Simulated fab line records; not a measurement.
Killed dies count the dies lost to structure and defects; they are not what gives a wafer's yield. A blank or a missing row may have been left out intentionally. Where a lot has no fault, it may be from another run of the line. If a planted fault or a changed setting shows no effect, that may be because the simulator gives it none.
fab line records -- flow sfq_line
record: lots: 13, wafers: 39, last_day: 89
route steps=325 shown JJ@182
lots untouched by any fault: they come from a run of this same line in which no faults occurred
start_h: start of the lot's first displayed wafer, in hours after the record's first day -- wait_h: hours since the lot's step before -- " repeats the value in the row above -- L1.1+2: one row covering several wafers at once -- - no value, or no start given -- * or withheld: withheld -- < > ~ a bound
route shown NAME@n: a module of which the file shows steps, and the number in the route of the first -- usual: average and standard deviation across the fault-free wafers -- same: alike in all rows -- chamber/n: place in a boat -- sites: the reading at each site -- _std_site: the values' standard deviation -- _edge_site: outer sites' mean less inner sites' -- radius_mm: how far each site lies from the wafer's centre -- mask NAME#n: copy n -- behind: the most recent tool/chamber to have shaped the wafer -- hold: why the lot was held/for how many hours/how that ended -- device: whichever transistor did not switch (one of n, p or np) -- end of line: tests run on the same wafers once the route is complete -- a step with no rows: only its recipe -- killed: dies that structure and defects cost at the first sort, which is not the same as the wafer's yield -- map: shows each die of a wafer: x if killed, . if not, _ if none is there
set.NAME: the setting as run; set.NAME@STEP: as run at that earlier step -- model.NAME: the simulator's own value behind a step, which no gauge read
a sample of lots followed through the steps of the route, with each step as a table and each wafer as a row
services: when a tool's chamber went out of use (start_h, in hours from the record's first day, below 0 if earlier), for how many hours, and the reason
== steps ==
step: SFQ_TRILAYER_JJ_TRILAYER_DEP_SPUTTER_112
recipe: material: Nb, base_pressure_pa: 1.33e-06, chamber_pressure_pa: 0.1333, substrate_temp_c: 20, target_thk_nm: 170, power_w: 2000, time_s: 113.3
usual: cathode_dc_power_W: 2000.0/0.39, throttle_valve_pct: 29.3/1.1
same: time_s: 113.3
lot.wafer,tool,chamber,start_h,wait_h,cathode_dc_power_W,throttle_valve_pct
L107.1,pvd_sputter-03,-,868.73,0.5,1999.8,28.4
L107.2,pvd_sputter-03,-,868.73,0.5,2000.1,29.2
L107.6,pvd_sputter-03,-,868.73,0.5,2000.3,29.1
L109.1,pvd_sputter-05,-,1020.47,0.5,1999.8,30.1
L109.4,pvd_sputter-05,-,1020.47,0.5,2000.2,28.3
L109.6,pvd_sputter-05,-,1020.47,0.5,2000.4,30.3
L110.1,pvd_sputter-06,-,1021.67,0.5,1999.9,28.6
L110.5,pvd_sputter-06,-,1021.67,0.5,1999.6,28.4
L110.6,pvd_sputter-06,-,1021.67,0.5,1999.5,29.1
L111.3,pvd_sputter-03,-,1022.87,0.5,2000.0,32.2
L111.4,pvd_sputter-03,-,1022.87,0.5,2000.0,28.7
L111.6,pvd_sputter-03,-,1022.87,0.5,2000.1,28.4
L113.1,pvd_sputter-06,-,1208.82,0.5,2000.0,30.0
L113.2,pvd_sputter-06,-,1208.82,0.5,2000.8,28.4
L113.4,pvd_sputter-06,-,1208.82,0.5,2000.1,29.1
L115.2,pvd_sputter-06,-,1242.15,0.5,1999.7,30.1
L115.3,pvd_sputter-06,-,1242.15,0.5,2000.5,28.6
L115.4,pvd_sputter-06,-,1242.15,0.5,1999.7,29.3
L116.2,pvd_sputter-03,-,1248.15,0.5,2000.0,29.5
L116.4,pvd_sputter-03,-,1248.15,0.5,2000.1,32.0
L116.5,pvd_sputter-03,-,1248.15,0.5,2000.3,29.0
L117.1,pvd_sputter-03,-,1257.75,0.5,1999.7,29.5
L117.4,pvd_sputter-03,-,1257.75,0.5,2000.1,29.3
L117.5,pvd_sputter-03,-,1257.75,0.5,2000.8,29.2
L118.2,pvd_sputter-03,-,1266.20,0.5,2000.3,28.6
L118.4,pvd_sputter-03,-,1266.20,0.5,2000.2,32.0
L118.6,pvd_sputter-03,-,1266.20,0.5,1999.8,28.6
L119.1,pvd_sputter-05,-,1267.40,0.5,2000.7,30.1
L119.3,pvd_sputter-05,-,1267.40,0.5,1999.6,27.9
L119.4,pvd_sputter-05,-,1267.40,0.5,2000.0,30.2
L120.1,pvd_sputter-03,-,1281.80,0.5,1999.9,28.5
L120.2,pvd_sputter-03,-,1281.80,0.5,2000.2,29.4
L120.4,pvd_sputter-03,-,1281.80,0.5,2000.2,32.2
L127.1,pvd_sputter-05,-,1359.87,0.5,2000.1,28.3
L127.2,pvd_sputter-05,-,1359.87,0.5,2000.2,28.1
L127.5,pvd_sputter-05,-,1359.87,0.5,1999.9,30.0
L130.2,pvd_sputter-06,-,1377.25,0.5,2385.0,28.6
L130.4,pvd_sputter-06,-,1377.25,0.5,2000.6,28.1
L130.5,pvd_sputter-06,-,1377.25,0.5,1999.8,28.2
step: SFQ_JJ_RS_MEAS_929
recipe: thk_meas_gauge: four-point-probe, reads: Nb_of_TRILAYER_JJ_TRILAYER_DEP_SPUTTER_112
usual: JJ_NB_RS: 1.045/0.011
lot.wafer,tool,chamber,start_h,wait_h,hold,JJ_NB_RS[ohm/sq]
L107.1,film_metro-01,-,868.81,0.0,-,1.054
L107.2,film_metro-01,-,868.81,0.0,-,1.064
L107.6,film_metro-01,-,868.81,0.0,-,1.041
L109.1,film_metro-02,-,1020.55,0.0,-,1.036
L109.4,film_metro-02,-,1020.55,0.0,-,1.030
L109.6,film_metro-02,-,1020.55,0.0,-,1.030
L110.1,film_metro-04,-,1021.75,0.0,-,1.067
L110.5,film_metro-04,-,1021.75,0.0,-,1.055
L110.6,film_metro-04,-,1021.75,0.0,-,1.060
L111.3,film_metro-01,-,1022.99,0.1,-,1.042
L111.4,film_metro-01,-,1022.99,0.1,-,1.049
L111.6,film_metro-01,-,1022.99,0.1,-,1.040
L113.1,film_metro-02,-,1208.90,0.0,-,1.048
L113.2,film_metro-02,-,1208.90,0.0,-,1.028
L113.4,film_metro-02,-,1208.90,0.0,-,1.027
L115.2,film_metro-04,-,1242.25,0.1,-,1.057
L115.3,film_metro-04,-,1242.25,0.1,-,1.051
L115.4,film_metro-04,-,1242.25,0.1,-,1.037
L116.2,film_metro-01,-,1248.25,0.1,-,1.036
L116.4,film_metro-01,-,1248.25,0.1,-,1.033
L116.5,film_metro-01,-,1248.25,0.1,-,1.037
L117.1,film_metro-02,-,1257.83,0.0,-,1.056
L117.4,film_metro-02,-,1257.83,0.0,-,1.041
L117.5,film_metro-02,-,1257.83,0.0,-,1.056
L118.2,film_metro-01,-,1266.30,0.1,-,1.040
L118.4,film_metro-01,-,1266.30,0.1,-,1.037
L118.6,film_metro-01,-,1266.30,0.1,-,1.045
L119.1,film_metro-02,-,1267.48,0.0,-,1.041
L119.3,film_metro-02,-,1267.48,0.0,-,1.039
L119.4,film_metro-02,-,1267.48,0.0,-,1.031
L120.1,film_metro-02,-,1281.88,0.0,-,1.048
L120.2,film_metro-02,-,1281.88,0.0,-,1.038
L120.4,film_metro-02,-,1281.88,0.0,-,1.038
L127.1,film_metro-01,-,1359.95,0.0,-,1.041
L127.2,film_metro-01,-,1359.95,0.0,-,1.023
L127.5,film_metro-01,-,1359.95,0.0,-,1.044
L130.2,film_metro-01,-,1377.35,0.1,await_dispo/0.2h/release,0.876
L130.4,film_metro-01,-,1377.35,0.1,await_dispo/0.2h/release,1.033
L130.5,film_metro-01,-,1377.35,0.1,await_dispo/0.2h/release,1.031
L130.2,film_metro-01,-,1377.64,0.3,-,0.874
L130.4,film_metro-01,-,1377.64,0.3,-,1.032
L130.5,film_metro-01,-,1377.64,0.3,-,1.032
== services ==
tool,chamber,start_h,hours,kind
pvd_sputter-03,-,877.28,5.4,repair
pvd_sputter-05,-,893.76,1.4,repair
pvd_sputter-03,-,1034.48,24.3,repair
pvd_sputter-05,-,1049.85,1.1,repair
pvd_sputter-06,-,1068.67,35.4,repair
pvd_sputter-03,1,1104.59,-,consumable_replace:kit
pvd_sputter-03,1,1104.59,18.0,scheduled_down
pvd_sputter-03,1,1104.59,18.0,vent_cycle
pvd_sputter-05,-,1119.64,56.5,repair
pvd_sputter-05,-,1166.80,7.1,repair
pvd_sputter-05,3,1188.28,-,consumable_replace:kit
pvd_sputter-05,3,1188.28,18.0,scheduled_down
pvd_sputter-05,3,1188.28,18.0,vent_cycle
pvd_sputter-06,-,1193.89,0.5,repair
pvd_sputter-05,-,1201.24,7.5,repair
pvd_sputter-03,-,1236.18,5.1,repair
pvd_sputter-06,0,1271.97,-,consumable_replace:kit
pvd_sputter-06,0,1271.97,18.0,scheduled_down
pvd_sputter-06,0,1271.97,18.0,vent_cycle
pvd_sputter-06,-,1331.93,2.2,repair
== key ==
first_sign: step: SFQ_TRILAYER_JJ_TRILAYER_DEP_SPUTTER_112, reading: cathode_dc_power_W, direction: up, sigmas: 99+, usual: 2000.0, struck: 2385.0
effect: step: SFQ_JJ_RS_MEAS_929, reading: visit, direction: added
effect: step: SFQ_JJ_RS_MEAS_929, reading: JJ_NB_RS, direction: down, sigmas: 16, usual: 1.045, struck: 0.876
met_at SFQ_TRILAYER_JJ_TRILAYER_DEP_SPUTTER_112
struck_lots L130
struck_wafers L130.2
onset_between 1242.15 1377.25
fault: kind: process_parameter_drift, tool: pvd_sputter-06, chamber: -, onset_h: 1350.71, steps: SFQ_TRILAYER_JJ_TRILAYER_DEP_SPUTTER_112, channel: power_w, offset: 385.61, shape: step, end_h: 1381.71, acts_in: these_recipes_only, stated: 2000, scope: struck_wafers_only
